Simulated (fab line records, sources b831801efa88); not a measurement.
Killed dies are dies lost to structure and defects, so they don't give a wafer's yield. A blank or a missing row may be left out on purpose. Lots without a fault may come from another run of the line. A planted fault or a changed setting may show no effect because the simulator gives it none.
Which tool did it? | flow gf180mcu | 14 lots, 42 wafers sampled, at 3 steps of a route of 602

WHAT THE GAUGES READ, wafer by wafer
GF_M4_RS_MEAS_05: measures by four-point-probe.
lot  | measured     | on            | M4_ALCU_RS (ohm/sq)
L846 | day 22 16:41 | film_metro-04 | 0.0686 0.0699 0.0687
L845 | day 22 21:41 | film_metro-04 | 0.0694 0.0686 0.0678
L848 | day 23 14:43 | film_metro-04 | 0.0714 0.0709 0.0709
L849 | day 23 16:17 | film_metro-03 | 0.0703 0.0701 0.0693
L850 | day 24 03:49 | film_metro-03 | 0.0696 0.0691 0.0700
L851 | day 24 10:28 | film_metro-04 | 0.0695 0.0699 0.0697
L852 | day 24 20:38 | film_metro-04 | 0.0705 0.0696 0.0688
L853 | day 25 04:42 | film_metro-01 | 0.0690 0.0689 0.0696
L854 | day 25 11:30 | film_metro-03 | 0.0691 0.0690 0.0688
L856 | day 26 04:04 | film_metro-03 | 0.0693 0.0685 0.0692
L857 | day 26 04:24 | film_metro-04 | 0.0692 0.0709 0.0707
L858 | day 27 03:59 | film_metro-04 | 0.0689 0.0684 0.0688
L859 | day 27 07:19 | film_metro-01 | 0.0696 0.0688 0.0686
L860 | day 27 13:20 | film_metro-04 | 0.0697 0.0689 0.0690

GF_V4_CD_MEAS_14: target cd 260 nm.
lot  | measured     | on        | cd_nm (nm)
L846 | day 24 14:35 | cd_sem-02 | 261.2 261.4 260.5
L845 | day 24 20:08 | cd_sem-02 | 260.5 260.0 260.4
L848 | day 25 11:50 | cd_sem-02 | 259.8 259.1 259.1
L849 | day 25 13:06 | cd_sem-01 | 258.9 258.3 260.0
L850 | day 25 23:42 | cd_sem-02 | 258.8 258.0 257.8
L851 | day 26 06:42 | cd_sem-02 | 259.9 258.9 259.7
L852 | day 26 16:29 | cd_sem-02 | 257.8 258.2 258.5
L853 | day 27 00:05 | cd_sem-01 | 260.7 261.0 261.1
L854 | day 27 07:04 | cd_sem-01 | 260.6 260.9 259.5
L856 | day 27 22:32 | cd_sem-02 | 257.7 257.8 258.1
L857 | day 27 23:13 | cd_sem-02 | 258.4 258.7 258.7
L858 | day 28 21:20 | cd_sem-02 | 258.5 258.5 257.3
L859 | day 28 23:59 | cd_sem-02 | - - -
L860 | day 29 05:56 | cd_sem-02 | - - -

WHICH TOOL RAN EACH LOT (tool, then ch and the chambers of the sampled wafers, then the start)
lot  | GF_V4_EXPOSE_11
L846 | krf_scanner-02 ch 0, day 24 03:53
L845 | krf_scanner-01 ch 0, day 24 09:10
L848 | krf_scanner-02 ch 0, day 25 01:36
L849 | krf_scanner-02 ch 0, day 25 02:26
L850 | krf_scanner-02 ch 0, day 25 13:51
L851 | krf_scanner-01 ch 0, day 25 20:14
L852 | krf_scanner-01 ch 0, day 26 06:08
L853 | krf_scanner-01 ch 0, day 26 13:32
L854 | krf_scanner-01 ch 0, day 26 21:06
L856 | krf_scanner-02 ch 0, day 27 12:31
L857 | krf_scanner-02 ch 0, day 27 13:07
L858 | krf_scanner-01 ch 0, day 28 11:28
L859 | krf_scanner-01, day 28 14:20
L860 | krf_scanner-01, day 28 20:50
- GF_V4_EXPOSE_11: exposes mask Via4, target cd 260 nm.

WHAT THE TOOLS THEMSELVES READ (means of the sampled wafers that have a number; where no wafer has one, the mark that the record gives instead)
GF_V4_EXPOSE_11.
lot  | tool           | exposure_dose_mJ_cm2 | focus_offset_nm (nm)
L846 | krf_scanner-02 | 38.00                | 0.7
L845 | krf_scanner-01 | 38.01                | 0.3
L848 | krf_scanner-02 | 37.99                | -0.5
L849 | krf_scanner-02 | 37.98                | 0.0
L850 | krf_scanner-02 | 37.95                | 0.7
L851 | krf_scanner-01 | 37.98                | 0.1
L852 | krf_scanner-01 | 37.99                | 0.5
L853 | krf_scanner-01 | 38.02                | 0.0
L854 | krf_scanner-01 | 37.98                | 0.3
L856 | krf_scanner-02 | 37.98                | 0.4
L857 | krf_scanner-02 | 38.00                | -0.8
L858 | krf_scanner-01 | 37.96                | -0.3
L859 | krf_scanner-01 | -                    | -
L860 | krf_scanner-01 | -                    | -

THE ANSWER, worked out from the rows above alone
Rule: what is usual is taken from the lots themselves. Put in order of their means at a reading, lots are off if they are a third of the lots or fewer, leave a main group of 4 or more, and stand apart from it by a gap of 3 or more times the standard deviation of the main group's means; of several such gaps the widest counts. A main group whose means are all the same, to the digits that the tables above print for the reading, isn't used. A lot without any number at a reading at which 4 lots or more have one is off too. The other lots that the step has rows for count as sound. The gauges are gone through in route order, then the tools' own readings, and for those a lot's mean is taken as printed above. The first step at which some lot is off is used, and at that step the reading that is off furthest; a lot without a number counts as furthest.
Off: L859, L860, at GF_V4_CD_MEAS_14 (cd_nm). Without a number there: L859, L860. The main group: mean 259.3 nm, standard deviation 1.1.
A tool fits if, at a process step before that reading, it ran every lot that is off, and no sound lot after the first of them. The gauges at GF_V4_CD_MEAS_14 aren't tried: what is off there is off at GF_V4_EXPOSE_11 too, on other tools, and a gauge's error can't cause that. One fits: krf_scanner-01 at GF_V4_EXPOSE_11. Its last sound lot is L858 (day 28 11:28), its first lot that is off L859 (day 28 14:20): a fault that began between those two fits.
Blank at GF_V4_EXPOSE_11 on the lots that are off, where sound lots have numbers: exposure_dose_mJ_cm2, focus_offset_nm.

WHAT THE SIMULATOR HAD PUT IN
Skipped step whole: krf_scanner-01, from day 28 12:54 on, at GF_V4_EXPOSE_11. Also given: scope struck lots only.
Lots struck among those shown: L859, L860. The rule above found the same.
